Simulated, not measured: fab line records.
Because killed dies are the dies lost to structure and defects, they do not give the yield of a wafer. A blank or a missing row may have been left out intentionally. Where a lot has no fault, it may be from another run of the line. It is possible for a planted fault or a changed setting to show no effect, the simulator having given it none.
Which tool was responsible?    flow gf180mcu    39 wafers from 13 lots sampled at 5 of the route's 602 steps

== WHAT THE GAUGES READ, wafer by wafer ==
GF_MVSD_OVL_MEAS_07.
lot   measured      on          MVSD_OVL (nm)
L339  day 4 16:59   overlay-02  0.8 0.3 2.0
L342  day 5 09:25   overlay-02  2.1 2.0 2.9
L346  day 6 07:58   overlay-02  0.6 -0.4 -0.8
L347  day 6 14:08   overlay-01  -1.0 2.2 0.3
L350  day 7 10:48   overlay-01  1.8 2.0 -0.4
L351  day 7 17:50   overlay-02  0.8 2.5 3.3
L353  day 8 04:15   overlay-01  2.8 -0.5 -0.5
L355  day 8 23:54   overlay-02  0.5 1.5 0.6
L356  day 8 23:58   overlay-02  2.9 2.9 2.6
L357  day 9 04:23   overlay-01  -0.9 2.1 3.9
L358  day 9 12:42   overlay-02  1.6 3.1 2.2
L359  day 9 17:39   overlay-02  0.5 1.3 -1.5
L361  day 10 04:49  overlay-02  0.6 3.2 1.8

GF_HV_LDD_RS_MEAS_53: measures by four-point-probe.
lot   measured      on             HV_LDD_RS (ohm/sq)
L339  day 12 22:38  film metro-02  416.2 417.6 417.9
L342  day 13 21:03  film metro-03  418.7 418.4 418.8
L346  day 15 12:43  film metro-02  - - -
L347  day 15 18:42  film metro-03  - - -
L350  day 17 00:35  film metro-02  418.9 418.4 418.3
L351  day 17 09:28  film metro-02  417.3 416.4 417.5
L353  day 17 20:26  film metro-03  418.2 417.9 418.7
L355  day 18 20:58  film metro-02  416.6 417.6 417.7
L356  day 18 19:09  film metro-02  416.1 416.4 416.1
L357  day 19 02:46  film metro-02  417.3 417.9 418.2
L358  day 19 11:43  film metro-02  416.6 416.1 416.7
L359  day 19 18:52  film metro-02  418.4 417.8 417.8
L361  day 20 12:23  film metro-03  417.6 418.2 416.2

GF_NSD_CD_MEAS_07 targets a cd of 400 nm.
lot   measured      on         cd nm (nm)
L339  day 13 21:29  cd sem-02  398.0 395.3 395.7
L342  day 14 21:01  cd sem-01  402.3 404.1 403.6
L346  day 16 13:33  cd sem-01  402.4 400.4 402.1
L347  day 16 19:52  cd sem-02  395.4 396.1 395.7
L350  day 18 03:15  cd sem-01  399.9 398.4 399.1
L351  day 18 11:25  cd sem-02  401.6 404.3 403.8
L353  day 18 23:08  cd sem-01  403.6 401.1 400.9
L355  day 20 00:08  cd sem-01  397.2 395.5 396.6
L356  day 19 22:40  cd sem-02  399.3 401.6 400.2
L357  day 20 06:54  cd sem-01  400.0 397.8 397.0
L358  day 20 14:58  cd sem-01  399.3 397.6 399.1
L359  day 20 21:44  cd sem-02  397.0 397.1 399.8
L361  day 21 14:26  cd sem-01  397.7 395.7 398.2

== WHAT TOOL EACH LOT RAN ON (gives the tool, then ch and the chambers of the sampled wafers, and finally the start) ==
lot   GF_DUAL_GATE_STRIP_13                 GF_HV_LDD_IMPLANT_36
L339  plasma asher-01 ch 0,1, day 8 17:11   implanter-02 ch 0, day 12 02:52
L342  plasma asher-04 ch 1, day 9 13:13     implanter-02 ch 0, day 12 23:56
L346  plasma asher-02 ch 0,1, day 10 17:26  implanter-02 ch 0, day 14 14:31
L347  plasma asher-02 ch 0,1, day 11 01:14  implanter-02 ch 0, day 14 19:40
L350  plasma asher-02 ch 0,1, day 12 02:39  implanter-01 ch 0, day 16 00:41
L351  plasma asher-02 ch 0,1, day 12 14:55  implanter-01 ch 0, day 16 09:43
L353  plasma asher-04 ch 0,1, day 12 23:07  implanter-01 ch 0, day 16 20:11
L355  plasma asher-04 ch 0,1, day 13 19:45  implanter-02 ch 0, day 17 20:42
L356  plasma asher-01 ch 0, day 13 19:40    implanter-01 ch 0, day 17 18:26
L357  plasma asher-04 ch 1, day 14 01:11    implanter-04 ch 0, day 18 01:50
L358  plasma asher-02 ch 0,1, day 14 08:50  implanter-02 ch 0, day 18 11:01
L359  plasma asher-02 ch 0,1, day 14 15:13  implanter-04 ch 0, day 18 17:52
L361  plasma asher-01 ch 0, day 15 06:32    implanter-04 ch 0, day 19 11:00
- GF_DUAL_GATE_STRIP_13: strips in O2/N2.
- GF_HV_LDD_IMPLANT_36

== AS READ BY THE TOOLS THEMSELVES (means over the sampled wafers that have a number; for cases with no such wafer, the mark the record gives instead) ==
GF_DUAL_GATE_STRIP_13.
lot   tool             drypump motor current A (A)  heater power w (W)  n2 flow sccm (sccm)  oes product au (a.u.)  strip time to endpoint s (s)
L339  plasma asher-01  5.5                          327                 299.0                0.718                  12.57
L342  plasma asher-04  5.8                          311                 301.3                0.716                  12.55
L346  plasma asher-02  6.0                          343                 299.4                0.717                  12.65
L347  plasma asher-02  6.0                          347                 300.8                0.718                  12.61
L350  plasma asher-02  6.0                          346                 299.9                0.713                  12.63
L351  plasma asher-02  6.1                          335                 300.5                0.716                  12.60
L353  plasma asher-04  5.4                          288                 299.7                0.713                  12.66
L355  plasma asher-04  5.6                          306                 300.8                0.716                  12.68
L356  plasma asher-01  6.2                          305                 300.5                0.716                  12.59
L357  plasma asher-04  5.8                          314                 300.0                0.715                  12.59
L358  plasma asher-02  5.7                          311                 300.3                0.717                  12.60
L359  plasma asher-02  5.7                          313                 299.6                0.721                  12.63
L361  plasma asher-01  6.1                          302                 300.3                0.716                  12.58

GF_HV_LDD_IMPLANT_36.
lot   tool          tilt deg (degrees)
L339  implanter-02  30.029
L342  implanter-02  29.995
L346  implanter-02  25.785
L347  implanter-02  25.831
L350  implanter-01  30.014
L351  implanter-01  30.001
L353  implanter-01  30.023
L355  implanter-02  30.007
L356  implanter-01  30.000
L357  implanter-04  30.009
L358  implanter-02  30.011
L359  implanter-04  29.993
L361  implanter-04  29.999

== THE ANSWER, worked out from the rows above alone ==
Rule: what is usual is taken from the lots themselves. The widest of any qualifying gaps counts: lots, ordered by their means at a reading, are off when they make up no more than a third of the lots, leave a main group of 4 or more, and stand apart from it by 3 or more times the standard deviation of that group's means. The tables above print the reading to a certain number of digits; a main group whose means all agree to those digits is not used. A lot without any number at a reading at which 4 lots or more have one is off too. All remaining lots with rows at the step are treated as sound. The gauges are gone through in route order, then the tools' own readings, and for those a lot's mean is taken as printed above. At the first step where some lot is off, the reading lying furthest off is the one used; lots without a number count as furthest.
Off: L346, L347, at GF_HV_LDD_RS_MEAS_53 (HV_LDD_RS). Without a number there: L346, L347. Mean 417.5 ohm/sq and standard deviation 0.76 in the main group.
A tool fits if, at a process step before that reading, it ran every lot that is off, and no sound lot after the first of them. The gauges at GF_HV_LDD_RS_MEAS_53 aren't tried: what is off there is off at GF_HV_LDD_IMPLANT_36 too, on other tools, and a gauge's error can't cause that. No candidate that was tried fits.

== WHAT THE SIMULATOR PUT IN ==
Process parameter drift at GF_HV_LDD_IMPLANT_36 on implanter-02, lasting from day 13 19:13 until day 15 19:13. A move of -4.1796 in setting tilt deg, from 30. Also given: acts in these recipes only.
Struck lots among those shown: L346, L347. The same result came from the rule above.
